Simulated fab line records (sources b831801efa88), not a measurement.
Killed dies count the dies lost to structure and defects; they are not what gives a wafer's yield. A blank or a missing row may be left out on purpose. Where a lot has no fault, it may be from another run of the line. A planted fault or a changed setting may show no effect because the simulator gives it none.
Matching of chambers    flow sky130    SKY_VIA3_CMP_02 on cmp-01: 4 sister chambers
The step polishes SiO2. 14 wafers are shown with their chamber, then 7 later ones without.

WAFERS WITH THEIR CHAMBER
wafer   chamber  motor current A (A)
L555.1  0        12.2
L555.3  2        9.7
L555.4  1        12.3
L557.3  1        11.9
L557.4  3        11.2
L557.6  2        10.2
L558.4  1        12.2
L558.5  0        11.8
L558.6  3        11.9
L561.3  1        12.0
L561.4  2        10.4
L561.5  2        10.3
L564.1  1        11.7
L564.4  0        11.9

SIGNATURES (averages over the wafers above)
reading          chamber 0  chamber 1  chamber 2  chamber 3  scatter within a chamber
motor current A  11.967     12.020     10.150     11.550     0.291
Rule: for each reading, subtract the chamber's mean from the wafer's reading, divide by that reading's scatter and square the result; add these up over the readings and take the root, which gives the wafer's distance from the chamber. If the next closest chamber is less than 2 further off than the closest, the wafer can't be placed; otherwise it belongs to the closest. The scatter: take each reading less its chamber's mean, square it, sum over the shown wafers, divide by the number of wafers less the number of chambers, and take the root.

WAFERS MISSING THEIR CHAMBER
wafer   motor current A (A)
L564.6  11.8
L575.1  11.6
L575.4  12.1
L575.6  11.9
L576.1  11.3
L576.3  10.2
L576.6  11.3

THE CHAMBER EACH PASSED THROUGH
wafer   from the rows above           in truth
L564.6  can't be placed: 0 or 1 or 3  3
L575.1  can't be placed: 3 or 0 or 1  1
L575.4  can't be placed: 1 or 0 or 3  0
L575.6  can't be placed: 0 or 1 or 3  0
L576.1  can't be placed: 3 or 0 or 1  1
L576.3  2                             2
L576.6  can't be placed: 3 or 0 or 1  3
Correct placement for 1 of the 7. Unplaceable from these rows: 6, with the true chamber sitting among the candidates in 6. 0 placed wrongly.
